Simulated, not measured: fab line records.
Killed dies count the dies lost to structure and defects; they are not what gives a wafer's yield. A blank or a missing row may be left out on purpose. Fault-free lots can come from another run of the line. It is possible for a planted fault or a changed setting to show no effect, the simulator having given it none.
fab line records -- flow sky130
[record] lots = 4, wafers = 12, last-day = 50
route steps=708 shown SD_N@352 SALICIDE@361 LI_CONTACT@362 LOCAL_INTERCONNECT@387 PAD_OPEN@708
lots that met no fault: taken from a fault-free run of the same line
start-h: start of the lot's first displayed wafer, in hours after the record's first day -- wait-h: how many hours have passed since the lot's step before this one -- " as in the row above -- L1.1+2: several wafers, shown together as one row -- - value missing, or start not given -- * or withheld: withheld -- < > ~ a bound
route shown NAME@n: a module of which the file shows steps, and the number in the route of the first -- usual: average and standard deviation across the fault-free wafers -- same: alike in all rows -- chamber/n: place in a boat -- sites: readings site by site -- _std_site: their standard deviation -- _edge_site: inner sites' mean taken away from outer sites' mean -- radius-mm: for every site, how far away it sits from the centre of the wafer -- mask NAME#n: copy n -- behind: the tool/chamber that last shaped the wafer -- hold: cause of the lot's hold/its duration in hours/its outcome -- device: the transistor (n, p or np) that didn't switch -- end of line: tests of these same wafers at the route's end -- a step given without rows: its recipe and nothing more -- killed: the dies lost at the first sort to structure and to defects; this is not the yield of the wafer -- map: the dies of a wafer, with x for killed, . for not killed, _ for no die there
set.NAME: the setting the step ran with; set.NAME@STEP: the setting that earlier step ran with -- model.NAME: the simulator's own value behind a step, which no gauge read
lots at selected steps of the route; one table per step, one row per wafer
services: when a tool's chamber went out of use (start-h, in hours from the record's first day, below 0 if earlier), for how many hours, and the reason
[[steps]]
[step SKY_SD_N_IMPLANT_10]
[recipe] species = P, energy-kev = 20, dose-cm2 = 1e+14, tilt-deg = 0
[step SKY_SD_N_STRIP_11]
[recipe] chemistry = O2/N2, power-w = 1400, pressure-mtorr = 1500, platen-temp-c = withheld, o2-flow-sccm = 3000, n2-flow-sccm = 300, overash-fraction = 0.5
[step SKY_SD_N_CLEAN_13]
[recipe] chemistry = SC1/SC2, mix = 1:4:20, temp-c = 70, time-s = 150, dry = n2-spin
[step SKY_SD_N_RTA_14]
[recipe] temp-c = 1075, time-s = 2, idle-temp-c = 650, ramp-up-c-per-s = 150, ramp-down-c-per-s = 90, ambient = N2
[step SKY_SALICIDE_CLEAN_00]
[recipe] chemistry = HF-last, time-s = 30, dilution = 100:1, dry = ipa-marangoni
[step SKY_LI_CONTACT_HDPCVD_00]
[recipe] material = PSG, target-thk-nm = 930, sigma-open-frac = 0.3, time-s = 155, temp-c = 600, sih4-flow-sccm = 60, pressure-mtorr = 6
[step SKY_LI_CONTACT_CMP_02]
[recipe] material = PSG, down-force-psi = 4, platen-rpm = 60, pad-velocity-m-s = 0.94248
[usual] motor-current-A = 11.4/1.2, slurry-flow-ml-min = 150.0/0.47, time-to-endpoint-s = 32.8/2.4
lot.wafer,tool,chamber,start-h,wait-h,motor-current-A,slurry-flow-ml-min,time-to-endpoint-s,model.PSG_of_LI_CONTACT_HDPCVD_00.thk-nm
L491.2,cmp-01,3,711.15,0.0,11.3,149.5,21.1,655.4
L491.3,cmp-01,2,711.15,0.0,9.9,150.0,33.6,596.8
L491.6,cmp-01,0,711.15,0.0,13.6,150.1,33.0,597
L490.3,cmp-01,0,711.81,0.0,13.0,150.5,36.1,597.4
L490.2,cmp-01,1,711.81,0.0,11.5,150.1,27.2,655.8
L490.1,cmp-01,3,711.81,0.0,11.9,150.0,24.5,655.8
L500.1,cmp-02,1,772.94,0.1,11.1,150.1,36.2,596.8
L500.2,cmp-02,2,772.94,0.1,9.6,149.6,32.5,596
L500.6,cmp-02,3,772.94,0.1,10.2,149.8,35.0,597.5
L505.4,cmp-01,1,811.08,0.0,11.8,151.1,28.0,596.1
L505.2,cmp-01,3,811.08,0.0,10.8,149.8,25.4,596.7
L505.5,cmp-01,2,811.08,0.0,10.2,149.9,30.3,597.8
[step SKY_LI_CONTACT_DEHYDRATE_04]
[recipe] temp-c = 200, time-s = 60
[step SKY_LI_CONTACT_HMDS_05]
[recipe] prime-time-s = 60, prime-temp-c = 120
[step SKY_LI_CONTACT_COAT_06]
[recipe] resist = BARC, temp-c = withheld, time-s = withheld, spin-rpm = 3000, resist-thk-nm = 60
[step SKY_LI_CONTACT_COAT_07]
[recipe] resist = KrF-thick, spin-rpm = 3000, resist-thk-nm = 450
[step SKY_LI_CONTACT_SOFTBAKE_08]
[recipe] temp-c = 100, time-s = 90, resist = KrF-thick
[step SKY_LI_CONTACT_EXPOSE_09]
[recipe] mask-id = LICM1, na = 0.8, source-shape = annular, sigma-inner = 0.55, sigma-outer = 0.85, target-cd-nm = 170, dose-mj = 38
[step SKY_LI_CONTACT_PEB_10]
[recipe] peb-temp-c = withheld, peb-time-s = withheld, resist = KrF-thick
[step SKY_LI_CONTACT_DEVELOP_11]
[recipe] develop-time-s = 60, resist = KrF-thick, dev-temp-c = 21
[step SKY_LI_CONTACT_ETCH_14]
[recipe] chemistry = N2/H2, target = BARC, ion-energy-ev = 200, source-w = 500, bias-w = 100, pressure-mtorr = 30, n2-flow-sccm = 100, h2-flow-sccm = 200, stop-on = SiO2, time-s = 45.9, target-depth-a = 600
[step SKY_LI_CONTACT_ETCH_15]
[recipe] target = PSG, chemistry = C4F8/O2/Ar, stop-on = Si, taper-deg = 4.15, mask-material = KrF-thick, source-w = 1500, bias-w = 1200, pressure-mtorr = 40, c4f8-flow-sccm = withheld, O2_flow_sccm = 6, Ar_flow_sccm = 300, time-s = withheld, target-depth-a = 6000
[usual] oes-product-au = 0.836/0.0047
lot.wafer,tool,chamber,start-h,wait-h,oes-product-au,model.LI_CONTACT.feature-depth-nm,model.etch.depth-nm
L491.2,rie-diel-03,1,739.65,0.0,0.886,655.4,655.4
L491.3,rie-diel-03,3,739.65,0.0,0.831,596.8,596.8
L491.6,rie-diel-03,0,739.65,0.0,0.831,597,597
L490.1,rie-diel-02,3,740.36,0.0,0.885,655.8,655.8
L490.2,rie-diel-02,2,740.36,0.0,0.882,655.8,655.8
L490.3,rie-diel-02,1,740.36,0.0,0.827,597.4,597.4
L500.1,rie-diel-02,1,801.05,0.0,0.843,596.8,596.8
L500.2,rie-diel-02,3,801.05,0.0,0.834,596,596
L500.6,rie-diel-02,0,801.05,0.0,0.841,597.5,597.5
L505.2,rie-diel-03,2,838.61,0.0,0.836,596.7,596.7
L505.4,rie-diel-03,1,838.61,0.0,0.833,596.1,596.1
L505.5,rie-diel-03,0,838.61,0.0,0.845,597.8,597.8
[step SKY_LI_CONTACT_STRIP_16]
[recipe] chemistry = O2/N2, power-w = 1400, pressure-mtorr = 1500, platen-temp-c = withheld, o2-flow-sccm = 3000, n2-flow-sccm = 300, overash-fraction = 0.5
[step SKY_LI_CONTACT_CLEAN_17]
[recipe] chemistry = NMP, time-s = 600, temp-c = 60, dry = n2-spin
[step SKY_LI_CONTACT_PRE_CLEAN_18]
[recipe] gas = Ar, time-s = 5.6, bias-v = 358
[step SKY_LI_CONTACT_SPUTTER_19]
[recipe] material = Ti, target-thk-nm = 20, chamber-pressure-pa = 5, power-w = 2500, substrate-temp-c = 200, time-s = 106.37
[step SKY_LI_CONTACT_SPUTTER_20]
[recipe] material = TiN, target-thk-nm = 20, chamber-pressure-pa = 5, power-w = 4000, time-s = 80
[step SKY_LI_CONTACT_CVD_21]
[recipe] material = W, target-thk-nm = 400, time-s = 120.56, temp-c = 400, pressure-torr = 40
[step SKY_LI_CONTACT_CMP_24]
[recipe] stop-on = PSG, t-overpolish-s = 20, down-force-psi = 3.5, platen-rpm = 60, target-thk-nm = 0, pad-velocity-m-s = 0.94248
[usual] motor-current-A = 10.5/1.1, slurry-flow-ml-min = 150.0/0.43
lot.wafer,tool,chamber,start-h,wait-h,motor-current-A,slurry-flow-ml-min,model.PSG_of_LI_CONTACT_HDPCVD_00.thk-nm
L491.2,cmp-02,2,740.47,0.0,9.1,149.0,646
L491.3,cmp-02,0,740.47,0.0,11.0,150.3,587.3
L491.6,cmp-02,3,740.47,0.0,9.7,149.4,587.5
L490.3,cmp-02,3,741.23,0.1,9.6,149.5,587.9
L490.1,cmp-02,0,741.23,0.1,11.3,150.1,646.3
L490.2,cmp-02,1,741.23,0.1,10.8,150.4,646.3
L500.1,cmp-01,0,801.94,0.1,12.0,150.7,587.3
L500.2,cmp-01,1,801.94,0.1,11.0,149.7,586.5
L500.6,cmp-01,0,801.94,0.1,11.3,149.2,588.1
L505.4,cmp-01,3,839.53,0.1,11.0,150.3,586.7
L505.2,cmp-01,0,839.53,0.1,12.4,149.6,587.3
L505.5,cmp-01,1,839.53,0.1,10.7,149.6,588.4
[step SKY_LOCAL_INTERCONNECT_SPUTTER_00]
[recipe] material = TiN, target-thk-nm = 100, temp-c = 300, power-w = 6500, time-s = 83.3, chamber-pressure-pa = 0.4
[step SKY_PAD_OPEN_PROBE_99]
[usual] killed_at_M0_to_M3 = 43/6.6, killed_at_M4_up = 2.9/1.6, killed-at-contacts = 24/4.9, killed-at-front-end = 15/4.5, killed-at-other = 0.2/0.45, killed-dies = 86/8.8, killed-open = 48/6.4, killed-short = 38/5.6
[same] gross-dies = 492, killed-at-back-side = 0
lot.wafer,tool,chamber,start-h,wait-h,killed_at_M0_to_M3,killed_at_M4_up,killed-at-contacts,killed-at-front-end,killed-at-other,killed-dies,killed-open,killed-short,model.etest.licon-pdiff.rc-ohm,model.etest.cap-li-to-poly.c-af-um2,model.etest.licon-ndiff.rc-ohm,model.etest.licon-poly.rc-ohm,model.etest.cap-li-to-well.c-af-um2
L491.2,prober-02,-,1124.98,0.1,38,0,21,13,0,72,41,31,610.8,83.58,196.5,154.8,34.49
L491.3,prober-02,-,1125.03,0.2,39,6,29,15,0,89,51,38,586.5,98.78,180,147.7,37.17
L491.6,prober-02,-,1125.18,0.2,37,0,22,17,0,76,46,30,580.6,97.81,192.6,151.4,37.9
L490.1,prober-01,-,1126.24,0.1,42,3,17,17,0,79,46,33,575.6,86.37,192.3,161,35.06
L490.2,prober-01,-,1126.29,0.1,37,6,21,10,0,74,38,36,618.5,84.27,194.3,160.9,34.65
L490.3,prober-01,-,1126.34,0.2,50,3,25,18,0,96,58,38,573.6,100.6,175.3,148.9,36.82
L500.1,prober-01,-,1167.05,0.1,46,0,25,16,0,87,51,36,578.5,99.51,175.4,150.7,36.57
L500.2,prober-01,-,1167.10,0.1,39,3,22,13,0,77,47,30,565.1,99.09,175.8,146.8,37.28
L500.6,prober-01,-,1167.30,0.2,51,4,25,11,0,91,53,38,576,104.4,180.6,148.2,36.46
L505.2,prober-02,-,1190.42,0.1,59,1,14,6,0,80,47,33,567.3,96.67,176.8,155,37.3
L505.4,prober-02,-,1190.52,0.2,38,3,29,10,1,81,53,28,602.7,97.86,189.1,147,36.24
L505.5,prober-02,-,1190.57,0.2,43,4,25,17,0,89,47,42,562.7,99.13,188.8,153.2,36.67
// killed by level:class
L491.2 VIA3:geometric-particle:open=11 CONTACT:geometric-particle:open=7 METAL2:geometric-particle:short=5 CONTACT:geometric-particle:short=4 VIA1:geometric-particle:open=4 METAL1:geometric-particle:short=4 VIA2:geometric-particle:open=4 FIELD_ISO:geometric-particle:short=3
L491.3 CONTACT:geometric-particle:open=18 VIA2:geometric-particle:open=9 VIA3:geometric-particle:open=8 POLY_GATE:geometric-particle:short=6 METAL4:geometric-particle:short=5 FIELD_ISO:geometric-particle:short=4 METAL1:geometric-particle:short=4 LI_CONTACT:geometric-particle:open=3
L491.6 VIA2:geometric-particle:open=8 LI_CONTACT:geometric-particle:open=7 CONTACT:geometric-particle:open=6 POLY_GATE:geometric-particle:open=5 VIA3:geometric-particle:open=5 SPACER:geometric-particle:short=4 METAL2:geometric-particle:short=4 FIELD_ISO:geometric-particle:open=3
L490.1 LI_CONTACT:geometric-particle:open=10 VIA1:geometric-particle:open=7 VIA2:geometric-particle:open=7 VIA3:geometric-particle:open=6 POLY_GATE:geometric-particle:short=5 VIA2:geometric-particle:short=5 FIELD_ISO:geometric-particle:open=4 METAL1:geometric-particle:short=4
L490.2 CONTACT:geometric-particle:open=9 LI_CONTACT:geometric-particle:open=6 METAL1:geometric-particle:short=6 METAL4:geometric-particle:short=6 VIA1:geometric-particle:open=6 VIA2:geometric-particle:open=6 METAL2:geometric-particle:short=4 LI_CONTACT:geometric-particle:short=3
L490.3 LI_CONTACT:geometric-particle:open=13 CONTACT:geometric-particle:open=10 VIA1:geometric-particle:open=10 METAL1:geometric-particle:short=8 VIA2:geometric-particle:open=7 METAL2:geometric-particle:short=7 FIELD_ISO:geometric-particle:open=6 FIELD_ISO:geometric-particle:short=5
L500.1 VIA1:geometric-particle:open=17 CONTACT:geometric-particle:open=9 VIA1:geometric-particle:short=8 LI_CONTACT:geometric-particle:open=6 METAL2:geometric-particle:short=6 FIELD_ISO:geometric-particle:open=4 LOCAL_INTERCONNECT:geometric-particle:short=4 CONTACT:geometric-particle:short=4
L500.2 VIA1:geometric-particle:open=15 CONTACT:geometric-particle:open=12 VIA3:geometric-particle:open=6 LOCAL_INTERCONNECT:geometric-particle:short=5 VIA1:geometric-particle:short=5 METAL1:geometric-particle:short=5 VIA2:geometric-particle:short=4 FIELD_ISO:geometric-particle:open=3
L500.6 VIA1:geometric-particle:open=15 CONTACT:geometric-particle:open=12 METAL2:geometric-particle:short=8 VIA2:geometric-particle:open=7 VIA3:geometric-particle:open=5 LI_CONTACT:geometric-particle:open=4 METAL3:geometric-particle:short=4 VIA2:geometric-particle:short=4
L505.2 VIA1:geometric-particle:open=14 METAL1:geometric-particle:short=12 CONTACT:geometric-particle:open=9 VIA2:geometric-particle:open=9 METAL2:geometric-particle:short=5 METAL1:geometric-particle:open=5 VIA3:geometric-particle:open=4 VIA1:geometric-particle:short=4
L505.4 LI_CONTACT:geometric-particle:open=12 VIA1:geometric-particle:open=11 CONTACT:geometric-particle:open=9 METAL1:geometric-particle:short=5 VIA2:geometric-particle:open=5 VIA3:geometric-particle:open=4 METAL1:geometric-particle:open=4 LI_CONTACT:geometric-particle:short=4
L505.5 VIA1:geometric-particle:open=10 VIA1:geometric-particle:short=9 CONTACT:geometric-particle:open=8 FIELD_ISO:geometric-particle:open=7 LOCAL_INTERCONNECT:geometric-particle:short=6 VIA3:geometric-particle:open=5 POLY_GATE:geometric-particle:short=4 LI_CONTACT:geometric-particle:open=4
[[services]]
tool,chamber,start-h,hours,kind
cmp-02,-,710.32,1.0,repair
rie-diel-02,3,724.93,6.5,repair
cmp-02,-,731.66,4.1,pm
rie-diel-02,0,742.45,4.2,repair
cmp-01,-,744.00,4.0,pm
cmp-01,-,748.00,-,consumable-replace:conditioner
cmp-01,-,748.00,-,consumable-replace:pad
rie-diel-03,-,749.70,0.8,repair
cmp-01,-,766.01,3.7,pm
rie-diel-02,-,795.79,0.6,repair
rie-diel-03,-,796.76,0.3,repair
rie-diel-03,2,801.25,-,clean
rie-diel-03,2,801.25,12.5,scheduled-down
rie-diel-03,2,801.25,12.5,vent-cycle
cmp-02,-,805.09,4.1,repair
cmp-02,-,811.65,0.3,repair
rie-diel-02,-,815.16,4.3,pm
rie-diel-03,1,818.20,15.2,repair
cmp-02,-,820.57,6.8,repair
cmp-02,-,834.81,2.2,repair
[[key]]
[first-sign] step = SKY_LI_CONTACT_CMP_02, reading = time-to-endpoint-s, direction = down, sigmas = 3.6, usual = *, struck = *
[effect] step = SKY_LI_CONTACT_ETCH_15, reading = oes-product-au, direction = up, sigmas = 10, usual = 0.836, struck = 0.884
[model-effect] step = SKY_LI_CONTACT_CMP_02, value = PSG_of_LI_CONTACT_HDPCVD_00.thk-nm, without = 595.9, struck = 655.7
[model-effect] step = SKY_LI_CONTACT_ETCH_15, value = LI_CONTACT.feature-depth-nm, without = 595.9, struck = 655.7
[model-effect] step = SKY_LI_CONTACT_CMP_24, value = PSG_of_LI_CONTACT_HDPCVD_00.thk-nm, without = 586.5, struck = 646.2
[model-effect] step = SKY_PAD_OPEN_PROBE_99, value = etest.licon-pdiff.rc-ohm, without = 569.1, struck = 601.6
met-at SKY_LI_CONTACT_CMP_02
struck-wafers L490.1,L490.2,L491.2
tester-left-out L490,L491
[fault] kind = process-parameter-drift, tool = cmp-01, chamber = -, onset-h = 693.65, steps = SKY_LI_CONTACT_CMP_02, channel = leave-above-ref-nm, offset = 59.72, shape = step, end-h = 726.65, scope = struck-wafers-only, acts-in = these-recipes-only, stated = 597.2
// tester-left-out: of these lots the tester's yield and bins aren't shown, on N5 and GAA mostly nor the transistor test; their killed dies are dies lost to structure and defects alone, not to doping, threshold or leakage, so they don't give the yield
